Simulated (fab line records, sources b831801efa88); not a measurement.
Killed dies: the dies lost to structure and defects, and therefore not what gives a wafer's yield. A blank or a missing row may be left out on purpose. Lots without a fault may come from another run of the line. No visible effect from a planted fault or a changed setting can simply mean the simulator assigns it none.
Struck lot and sound lot, side by side	flow gf180mcu	22 out of 602 route steps
Sound: the wafers L725.3, L725.4, L725.6. Struck: wafer L738.2 (L738.4, L738.6, from the same lot, were not struck and are left out); the cause is given at the end.
Per side, at each step with rows, come the tool, then ch with its chambers, and then its first start. Under that, the readings that differ: sound wafers	struck wafers	difference of the means	sigmas: that difference in standard deviations of wafers without a fault.
alike: readings whose means differ by less than 2 such deviations, and words and numbers that are the same on both sides. not compared: withheld readings, readings that some wafer has no value for, bounds like >300 that may hide the same value, and numbers for which the record gives no deviation and whose values overlap.
A row with sigmas, a row that says differs or no value, or rows on one side alone: a step with any of these is where the two part. Non-overlapping numbers with no deviation appear without sigmas and do not part them. A reading that every wafer of one side lacks parts them only if that side has two wafers or more.

first, 3 steps without rows for these wafers: GF_M2_STRIP_18 (strips in post etch residue remover, time 1157 s); GF_M2_CLEAN_19 (cleans in DIW); GF_V2_CVD_00 (deposits SiO2, target thk 600 nm, time 100 s).
GF_V2_THK_MEAS_01:
  sound on filmMetro-04, day 22 07:40; struck on filmMetro-02, day 27 05:48
reading	sound	struck	difference	sigmas
V2_CVD_00_THK (nm)	588 588 587	602	+14	+2
GF_V2_CVD_02: deposits SiO2 from TEOS, target thk 850 nm, time 94.851 s.
  sound on pecvd-02 ch 0,1,2, day 22 07:43; struck on pecvd-02 ch 0, day 27 05:51
  alike: heaterPowerW
GF_V2_THK_MEAS_03:
  sound on filmMetro-04, day 22 07:48; struck on filmMetro-01, day 27 05:56
reading	sound	struck	difference	sigmas
V2_CVD_02_THK (nm)	848 859 855	820	-34	-3
GF_V2_CMP_04: polishes SiO2.
  sound on cmp-01 ch 1,3, day 22 07:50; struck on cmp-02 ch 0, day 27 05:59
  alike: motorCurrentA, slurryFlowMlMin, timeToEndpointS
GF_V2_BOW_MEAS_05:
  sound on filmMetro-01, day 22 08:11; struck on filmMetro-02, day 27 06:21
  alike: V2_BOW
then, 4 steps without rows for these wafers: GF_V2_DEHYDRATE_06 (time 60 s); GF_V2_HMDS_07 (prime time 60 s); GF_V2_COAT_08; GF_V2_COAT_09 (resist thk 1000 nm).
GF_V2_SOFTBAKE_10: time 60 s.
  sound on lithoTrack-03 ch 0, day 22 19:00; struck on lithoTrack-01 ch 0, day 27 16:00
reading	sound	struck	difference	sigmas
heaterPowerTotalW (W)	93.12 93.08 92.96	98.62	+5.57	+99 or more
runLengthS (s)	89.08 89.15 89.11	79.53	-9.58	-87
then, 3 steps without rows for these wafers: GF_V2_EXPOSE_11 (exposes mask Via2, target cd 260 nm); GF_V2_PEB_12 (peb time 90 s); GF_V2_DEVELOP_13 (develop time 60 s).
GF_V2_CD_MEAS_14: target cd 260 nm.
  sound on cdSem-01, day 23 07:31; struck on cdSem-02, day 28 02:29
  alike: cdNm
GF_V2_OVL_MEAS_15:
  sound on overlay-01, day 23 07:37; struck on overlay-02, day 28 02:36
  alike: V2_OVL
GF_V2_ETCH_16: etches BARC in N2/H2.
  sound on rieDiel-01 ch 0,2,3, day 23 07:38; struck on rieDiel-03 ch 2, day 28 02:38
  alike: drypumpMotorCurrentA, oesProductAu, throttleValvePct
  not compared: model.V2.cdNm
GF_V2_ETCH_17: etches SiO2 in C4F8/O2/Ar, stops on TiN, target depth 630 nm.
  sound on rieDiel-01 ch 0,2,3; struck on rieDiel-03 ch 2
  alike: oesProductAu
  not compared: model.V2.cdNm
GF_V2_STRIP_18: strips in O2/N2.
  sound on plasmaAsher-03 ch 0,1, day 23 07:48; struck on plasmaAsher-02 ch 0, day 28 02:46
reading	sound	struck	difference	sigmas
rfHoursCounterH (h)	- - -	24	no value on the sound wafers	
  alike: drypumpMotorCurrentA, heaterPowerW, oesProductAu
following that, these wafers have no rows for 1 step: GF_PASSIVATION_PROBE_99.

== WHERE THEY PART ==
First at GF_V2_THK_MEAS_01; last, within this record, at GF_V2_STRIP_18.

WHY: the cause the simulator had injected
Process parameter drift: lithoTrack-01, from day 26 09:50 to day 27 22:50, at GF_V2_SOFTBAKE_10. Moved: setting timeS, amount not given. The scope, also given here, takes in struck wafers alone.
